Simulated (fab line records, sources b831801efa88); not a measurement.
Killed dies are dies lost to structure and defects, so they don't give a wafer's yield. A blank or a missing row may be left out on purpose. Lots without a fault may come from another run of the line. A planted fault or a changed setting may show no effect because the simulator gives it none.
Which tool did it? | flow sky130 | 13 lots, 39 wafers sampled, at 4 steps of a route of 708

WHAT THE GAUGES READ, wafer by wafer
SKY_LDD_N_OVL_MEAS_07.
lot  | measured     | on         | LDD_N_OVL (nm)
L550 | day 18 05:23 | overlay-01 | 0.2 -1.3 -0.4
L551 | day 18 10:31 | overlay-01 | 1.9 2.1 0.1
L558 | day 21 04:38 | overlay-02 | 0.4 0.2 -0.8
L560 | day 21 16:01 | overlay-01 | -1.9 -0.7 -2.6
L564 | day 23 02:55 | overlay-02 | -0.2 -1.0 -0.9
L566 | day 23 21:04 | overlay-01 | -0.1 -0.5 0.1
L567 | day 24 01:07 | overlay-01 | 1.6 1.7 1.7
L568 | day 24 11:44 | overlay-01 | -1.6 -2.0 -1.5
L569 | day 24 17:37 | overlay-01 | -1.4 -2.5 -0.5
L570 | day 25 05:38 | overlay-01 | -1.2 -1.9 -0.1
L571 | day 25 10:50 | overlay-02 | -0.1 0.2 0.0
L572 | day 25 18:35 | overlay-02 | -1.8 -2.1 -1.3
L573 | day 25 21:55 | overlay-01 | -0.6 -1.3 0.6

SKY_LDD_P_TW_MEAS_11.
lot  | measured     | on            | LDD_P_TW
L550 | day 19 13:00 | film_metro-02 | 626 627 623
L551 | day 19 17:48 | film_metro-04 | 643 646 641
L558 | day 22 12:34 | film_metro-04 | 646 644 645
L560 | day 23 00:31 | film_metro-02 | 626 629 628
L564 | day 24 10:22 | film_metro-02 | 632 628 626
L566 | day 25 02:31 | film_metro-02 | 630 631 630
L567 | day 25 07:32 | film_metro-04 | 639 639 642
L568 | day 25 17:52 | film_metro-04 | 640 636 637
L569 | day 26 00:37 | film_metro-02 | 630 637 635
L570 | day 26 11:47 | film_metro-02 | 633 632 634
L571 | day 26 17:51 | film_metro-03 | 639 638 640
L572 | day 27 01:29 | film_metro-04 | 638 641 642
L573 | day 27 04:16 | film_metro-04 | 640 639 642

WHICH TOOL RAN EACH LOT (tool, then ch and the chambers of the sampled wafers, then the start)
lot  | SKY_POLY_GATE_ETCH_15              | SKY_LDD_N_IMPLANT_12
L550 | rie_diel-03 ch 1,3, day 16 23:07   | implanter-01 ch 0, day 18 06:02
L551 | rie_diel-03 ch 1,3, day 17 01:34   | implanter-02 ch 0, day 18 11:11
L558 | rie_diel-01 ch 0,1,3, day 19 19:29 | implanter-04 ch 0, day 21 05:16
L560 | rie_diel-03 ch 1,2, day 20 07:23   | implanter-04 ch 0, day 21 16:39
L564 | rie_diel-02 ch 0,2,3, day 21 19:01 | implanter-02 ch 0, day 23 03:34
L566 | rie_diel-03 ch 1,2, day 22 13:20   | implanter-02 ch 0, day 23 21:42
L567 | rie_diel-03 ch 0,1,3, day 22 18:32 | implanter-01 ch 0, day 24 01:46
L568 | rie_diel-03 ch 1,2,3, day 23 04:53 | implanter-01 ch 0, day 24 12:22
L569 | rie_diel-03 ch 0,2, day 23 10:20   | implanter-02 ch 0, day 24 18:16
L570 | rie_diel-02 ch 0,1, day 23 22:10   | implanter-01 ch 0, day 25 06:17
L571 | rie_diel-02 ch 1,3, day 24 04:32   | implanter-01 ch 0, day 25 11:29
L572 | rie_diel-02 ch 0,1,3, day 24 10:38 | implanter-01 ch 0, day 25 19:15
L573 | rie_diel-03 ch 0,1,2, day 24 15:17 | implanter-02 ch 0, day 25 22:33
- SKY_POLY_GATE_ETCH_15: etches BARC in N2/H2, stops on SiO2, time 118.5 s, target depth 110 nm.
- SKY_LDD_N_IMPLANT_12

WHAT THE TOOLS THEMSELVES READ (means of the sampled wafers that have a number; where no wafer has one, the mark that the record gives instead)
SKY_POLY_GATE_ETCH_15.
lot  | tool        | drypump_motor_current_A (A) | oes_product_au (a.u.) | throttle_valve_pct (%)
L550 | rie_diel-03 | 6.13                        | 0.717                 | 13.218
L551 | rie_diel-03 | 6.15                        | 0.713                 | 13.211
L558 | rie_diel-01 | 5.95                        | 0.714                 | 13.212
L560 | rie_diel-03 | 6.04                        | 0.723                 | 13.205
L564 | rie_diel-02 | 5.88                        | 0.715                 | 13.214
L566 | rie_diel-03 | 6.14                        | 0.719                 | 13.213
L567 | rie_diel-03 | 5.94                        | 0.719                 | 13.206
L568 | rie_diel-03 | 6.04                        | 0.716                 | 13.218
L569 | rie_diel-03 | 5.84                        | 0.715                 | 13.215
L570 | rie_diel-02 | 5.99                        | 0.717                 | 13.221
L571 | rie_diel-02 | 6.20                        | 0.719                 | 13.208
L572 | rie_diel-02 | 5.87                        | 0.716                 | 13.210
L573 | rie_diel-03 | 5.97                        | 0.714                 | 13.209

SKY_LDD_N_IMPLANT_12.
lot  | tool         | beam_energy_keV | dose_ions_cm2 | faraday_current_uA | tilt_deg (degrees)
L550 | implanter-01 | 50.028          | 5.002e+12     | 28.0               | 30.000
L551 | implanter-02 | 49.999          | 4.997e+12     | 28.2               | 30.002
L558 | implanter-04 | 50.010          | 9.406e+12     | 53.2               | 29.973
L560 | implanter-04 | 49.983          | 9.392e+12     | 52.6               | 29.998
L564 | implanter-02 | 49.992          | 5.004e+12     | 28.1               | 30.030
L566 | implanter-02 | 50.024          | 4.996e+12     | 28.2               | 30.000
L567 | implanter-01 | 50.000          | 4.997e+12     | 28.2               | 29.995
L568 | implanter-01 | 49.994          | 5.008e+12     | 28.2               | 29.987
L569 | implanter-02 | 49.998          | 5.005e+12     | 27.9               | 29.992
L570 | implanter-01 | 49.997          | 5.003e+12     | 27.7               | 29.995
L571 | implanter-01 | 49.981          | 5.007e+12     | 27.9               | 30.007
L572 | implanter-01 | 49.987          | 4.999e+12     | 28.0               | 29.997
L573 | implanter-02 | 49.980          | 5.006e+12     | 28.1               | 30.011

THE ANSWER, worked out from the rows above alone
Rule: what is usual is taken from the lots themselves. Put in order of their means at a reading, lots are off if they are a third of the lots or fewer, leave a main group of 4 or more, and stand apart from it by a gap of 3 or more times the standard deviation of the main group's means; of several such gaps the widest counts. A main group whose means are all the same, to the digits that the tables above print for the reading, isn't used. A lot without any number at a reading at which 4 lots or more have one is off too. The other lots that the step has rows for count as sound. The gauges are gone through in route order, then the tools' own readings, and for those a lot's mean is taken as printed above. The first step at which some lot is off is used, and at that step the reading that is off furthest; a lot without a number counts as furthest.
Off: L558, L560, at SKY_LDD_N_IMPLANT_12 (dose_ions_cm2). The main group: mean 5.002e+12, standard deviation 4.1e+09.
A tool fits if, at that step or a process step before it, it ran every lot that is off, and no sound lot after the first of them. One fits: implanter-04 at SKY_LDD_N_IMPLANT_12. It ran no sound lot before its first lot that is off in this sample, so the start can't be narrowed down.
The tool's own readings at SKY_LDD_N_IMPLANT_12 bear it out: on the lots that are off they differ by more than 5 times the standard deviation of the sound lots' means. dose_ions_cm2 reads 9.399e+12 there against 5.002e+12 on the sound lots; faraday_current_uA reads 52.9 there against 28.0 on the sound lots.

WHAT THE SIMULATOR HAD PUT IN
Process parameter drift: implanter-04, from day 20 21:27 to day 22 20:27, at SKY_LDD_N_IMPLANT_12. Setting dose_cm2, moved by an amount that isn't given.
Lots struck among those shown: L558, L560. The rule above found the same.
